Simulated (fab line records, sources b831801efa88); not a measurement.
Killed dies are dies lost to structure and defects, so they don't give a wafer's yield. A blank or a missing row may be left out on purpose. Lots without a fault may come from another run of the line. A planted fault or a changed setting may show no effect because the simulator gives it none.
Which tool did it? | flow gf180mcu | 24 lots, 72 wafers sampled, at 6 steps of a route of 602

WHAT THE GAUGES READ, wafer by wafer
GF_V2_THK_MEAS_03.
lot  | measured     | on            | V2_CVD_02_THK (nm)
L074 | day 21 06:54 | film_metro-02 | 840 853 850
L075 | day 21 21:26 | film_metro-04 | 849 864 873
L076 | day 22 04:43 | film_metro-02 | 854 865 856
L077 | day 22 13:32 | film_metro-02 | 844 844 863
L078 | day 22 17:25 | film_metro-03 | 865 870 858
L079 | day 23 05:49 | film_metro-03 | 834 831 849
L080 | day 23 11:16 | film_metro-04 | 846 849 855
L081 | day 23 17:35 | film_metro-04 | 852 862 863
L082 | day 24 08:34 | film_metro-04 | 840 847 862
L083 | day 24 14:19 | film_metro-03 | 843 851 864
L084 | day 24 23:09 | film_metro-04 | 868 847 879
L085 | day 25 05:30 | film_metro-04 | 843 862 856
L086 | day 25 10:55 | film_metro-04 | 851 868 856
L087 | day 25 18:08 | film_metro-03 | 848 823 863
L088 | day 26 05:14 | film_metro-03 | 834 840 845
L089 | day 26 10:21 | film_metro-03 | 849 876 867
L090 | day 26 15:32 | film_metro-04 | 844 856 850
L091 | day 27 02:13 | film_metro-03 | 847 844 857
L092 | day 27 05:41 | film_metro-02 | 862 859 854
L093 | day 27 11:04 | film_metro-04 | 847 859 861
L094 | day 27 15:59 | film_metro-04 | 851 846 870
L095 | day 28 00:53 | film_metro-03 | 836 842 848
L096 | day 28 09:26 | film_metro-03 | 837 852 854
L097 | day 28 14:26 | film_metro-03 | 847 868 854

GF_V3_THK_MEAS_01.
lot  | measured     | on            | V3_CVD_00_THK (nm)
L074 | day 23 11:48 | film_metro-02 | 596 594 602
L075 | day 24 01:26 | film_metro-03 | 605 591 603
L076 | day 24 07:36 | film_metro-03 | 595 594 590
L077 | day 24 15:53 | film_metro-01 | 589 601 588
L078 | day 24 20:01 | film_metro-02 | 597 604 605
L079 | day 25 07:49 | film_metro-01 | 600 593 595
L080 | day 25 13:15 | film_metro-03 | 605 615 595
L081 | day 25 18:37 | film_metro-03 | 606 603 606
L082 | day 26 09:49 | film_metro-01 | 598 609 596
L083 | day 26 14:29 | film_metro-01 | 600 603 606
L084 | day 26 23:09 | film_metro-01 | 604 602 608
L085 | day 27 05:53 | film_metro-02 | 599 596 593
L086 | day 27 10:23 | film_metro-02 | 606 600 599
L087 | day 27 16:56 | film_metro-02 | 596 600 604
L088 | day 28 02:58 | film_metro-01 | 600 607 612
L089 | day 28 07:26 | film_metro-01 | 605 601 610
L090 | day 28 12:50 | film_metro-02 | 595 603 605
L091 | day 28 23:19 | film_metro-03 | 605 592 607
L092 | day 29 02:49 | film_metro-02 | 604 596 597
L093 | day 29 08:31 | film_metro-01 | 586 590 590
L094 | day 29 12:29 | film_metro-03 | 607 596 605
L095 | day 29 21:19 | film_metro-01 | 600 602 600
L096 | day 30 05:56 | film_metro-02 | 598 605 597
L097 | day 30 10:01 | film_metro-01 | 609 607 592

GF_V4_THK_MEAS_25: measures by xrf.
lot  | measured     | on            | V4_W_THK (nm)
L074 | day 26 13:49 | film_metro-03 | 343 340 347
L075 | day 27 01:14 | film_metro-03 | 347 344 346
L076 | day 27 07:33 | film_metro-03 | 340 337 340
L077 | day 27 15:51 | film_metro-02 | 349 347 348
L078 | day 27 20:16 | film_metro-03 | 345 344 350
L079 | day 28 06:58 | film_metro-04 | 352 357 350
L080 | day 28 10:52 | film_metro-04 | 350 350 346
L081 | day 28 17:55 | film_metro-02 | 358 358 352
L082 | day 29 06:23 | film_metro-03 | 350 350 347
L083 | day 29 10:33 | film_metro-04 | 352 355 351
L084 | day 29 18:58 | film_metro-02 | 353 354 351
L085 | day 30 02:46 | film_metro-02 | 347 351 349
L086 | day 30 05:13 | film_metro-04 | 353 351 355
L087 | day 30 11:18 | film_metro-03 | 349 351 350
L088 | day 30 21:46 | film_metro-04 | 353 354 356
L089 | day 31 00:37 | film_metro-04 | 362 355 353
L090 | day 31 06:38 | film_metro-03 | 347 345 350
L091 | day 31 15:22 | film_metro-03 | 343 344 344
L092 | day 31 18:23 | film_metro-03 | 341 338 344
L093 | day 32 00:48 | film_metro-04 | 352 349 345
L094 | day 32 04:19 | film_metro-02 | 351 346 355
L095 | day 32 12:12 | film_metro-02 | 351 352 354
L096 | day 32 19:40 | film_metro-04 | 351 354 352
L097 | day 32 23:11 | film_metro-03 | 341 348 343

GF_V5_RS_MEAS_24: measures by four-point-probe.
lot  | measured     | on            | V5_W_RS (ohm/sq)
L074 | day 29 09:18 | film_metro-03 | 0.329 0.326 0.332
L075 | day 29 20:59 | film_metro-01 | 0.325 0.328 0.327
L076 | day 30 02:01 | film_metro-01 | 0.331 0.334 0.335
L077 | day 30 09:39 | film_metro-02 | 0.337 0.330 0.334
L078 | day 30 12:46 | film_metro-03 | 0.321 0.324 0.319
L079 | day 30 22:56 | film_metro-01 | 0.319 0.322 0.320
L080 | day 31 03:45 | film_metro-01 | 0.329 0.328 0.330
L081 | day 31 09:47 | film_metro-02 | 0.327 0.323 0.327
L082 | day 31 20:58 | film_metro-02 | 0.329 0.326 0.323
L083 | day 32 01:01 | film_metro-02 | 0.328 0.333 0.332
L084 | day 32 08:41 | film_metro-03 | 0.331 0.336 0.333
L085 | day 32 15:40 | film_metro-02 | 0.327 0.325 0.332
L086 | day 32 17:56 | film_metro-02 | 0.330 0.329 0.325
L087 | day 33 00:20 | film_metro-01 | 0.327 0.328 0.327
L088 | day 33 09:19 | film_metro-03 | 0.321 0.331 0.321
L089 | day 33 12:04 | film_metro-01 | 0.333 0.331 0.329
L090 | day 33 17:16 | film_metro-01 | 0.337 0.330 0.331
L091 | day 34 00:46 | film_metro-03 | 0.331 0.333 0.330
L092 | day 34 02:01 | film_metro-02 | 0.328 0.319 0.330
L093 | day 34 09:43 | film_metro-01 | 0.327 0.326 0.336
L094 | day 34 12:22 | film_metro-03 | 0.333 0.332 0.330
L095 | day 34 19:49 | film_metro-02 | 0.327 0.327 0.331
L096 | day 35 01:47 | film_metro-02 | 0.325 0.326 0.330
L097 | day 35 05:08 | film_metro-02 | 0.329 0.328 0.329

GF_PASSIVATION_BOW_MEAS_14.
lot  | measured     | on            | PASSIVATION_BOW (um)
L074 | day 31 04:43 | film_metro-02 | 149 148 153
L075 | day 31 15:53 | film_metro-02 | 141 139 133
L076 | day 31 20:12 | film_metro-03 | 146 150 151
L077 | day 32 04:08 | film_metro-03 | 156 148 155
L078 | day 32 06:50 | film_metro-04 | 138 141 145
L079 | day 32 16:32 | film_metro-03 | 154 140 148
L080 | day 32 20:03 | film_metro-02 | 138 147 138
L081 | day 33 03:02 | film_metro-03 | 154 151 138
L082 | day 33 13:00 | film_metro-04 | 160 164 149
L083 | day 33 17:08 | film_metro-03 | 143 138 138
L084 | day 34 00:11 | film_metro-02 | 142 134 146
L085 | day 34 06:16 | film_metro-03 | 138 147 135
L086 | day 34 08:18 | film_metro-04 | 137 137 138
L087 | day 34 14:02 | film_metro-02 | 130 149 130
L088 | day 34 22:24 | film_metro-04 | 131 143 144
L089 | day 35 01:19 | film_metro-04 | 151 140 144
L090 | day 35 06:07 | film_metro-02 | 160 166 166
L091 | day 35 12:46 | film_metro-03 | 151 151 153
L092 | day 35 14:49 | film_metro-04 | 135 119 136
L093 | day 35 20:49 | film_metro-03 | 139 164 146
L094 | day 35 23:37 | film_metro-04 | 133 142 146
L095 | day 36 06:23 | film_metro-02 | 134 142 124
L096 | day 36 11:43 | film_metro-03 | 127 130 131
L097 | day 36 14:44 | film_metro-02 | 137 145 141

WHICH TOOL RAN EACH LOT (tool, then ch and the chambers of the sampled wafers, then the start)
lot  | GF_V5_SPUTTER_22
L074 | pvd_sputter-04, day 29 09:07
L075 | pvd_sputter-04, day 29 20:48
L076 | pvd_sputter-01, day 30 01:52
L077 | pvd_sputter-04, day 30 09:30
L078 | pvd_sputter-02, day 30 12:37
L079 | pvd_sputter-01, day 30 22:47
L080 | pvd_sputter-01, day 31 03:34
L081 | pvd_sputter-02, day 31 09:38
L082 | pvd_sputter-04, day 31 20:48
L083 | pvd_sputter-02, day 32 00:52
L084 | pvd_sputter-02, day 32 08:27
L085 | pvd_sputter-01, day 32 15:31
L086 | pvd_sputter-04, day 32 17:47
L087 | pvd_sputter-01, day 33 00:10
L088 | pvd_sputter-04, day 33 09:09
L089 | pvd_sputter-04, day 33 11:54
L090 | pvd_sputter-02, day 33 17:04
L091 | pvd_sputter-01, day 34 00:37
L092 | pvd_sputter-04, day 34 01:49
L093 | pvd_sputter-01, day 34 09:34
L094 | pvd_sputter-04, day 34 12:13
L095 | pvd_sputter-02, day 34 19:40
L096 | pvd_sputter-04, day 35 01:38
L097 | pvd_sputter-01, day 35 04:56
- GF_V5_SPUTTER_22: material TiN, target thk 10 nm, time 40 s.

WHAT THE TOOLS THEMSELVES READ (means of the sampled wafers that have a number; where no wafer has one, the mark that the record gives instead)
GF_V5_SPUTTER_22.
lot  | tool           | throttle_valve_pct (%)
L074 | pvd_sputter-04 | 30.5
L075 | pvd_sputter-04 | 30.3
L076 | pvd_sputter-01 | 29.9
L077 | pvd_sputter-04 | 30.7
L078 | pvd_sputter-02 | 31.7
L079 | pvd_sputter-01 | 29.1
L080 | pvd_sputter-01 | 29.1
L081 | pvd_sputter-02 | 29.0
L082 | pvd_sputter-04 | 30.2
L083 | pvd_sputter-02 | 31.6
L084 | pvd_sputter-02 | 31.1
L085 | pvd_sputter-01 | 29.2
L086 | pvd_sputter-04 | 30.2
L087 | pvd_sputter-01 | 29.3
L088 | pvd_sputter-04 | 30.3
L089 | pvd_sputter-04 | 30.6
L090 | pvd_sputter-02 | 30.6
L091 | pvd_sputter-01 | 29.7
L092 | pvd_sputter-04 | 30.6
L093 | pvd_sputter-01 | 29.2
L094 | pvd_sputter-04 | 30.1
L095 | pvd_sputter-02 | 30.2
L096 | pvd_sputter-04 | 30.9
L097 | pvd_sputter-01 | 29.0

THE ANSWER, worked out from the rows above alone
Rule: what is usual is taken from the lots themselves. Put in order of their means at a reading, lots are off if they are a third of the lots or fewer, leave a main group of 4 or more, and stand apart from it by a gap of 3 or more times the standard deviation of the main group's means; of several such gaps the widest counts. A main group whose means are all the same, to the digits that the tables above print for the reading, isn't used. A lot without any number at a reading at which 4 lots or more have one is off too. The other lots that the step has rows for count as sound. The gauges are gone through in route order, then the tools' own readings, and for those a lot's mean is taken as printed above. The first step at which some lot is off is used, and at that step the reading that is off furthest; a lot without a number counts as furthest.
No lot is off at any reading shown: from this, nothing can be told.

WHAT THE SIMULATOR HAD PUT IN
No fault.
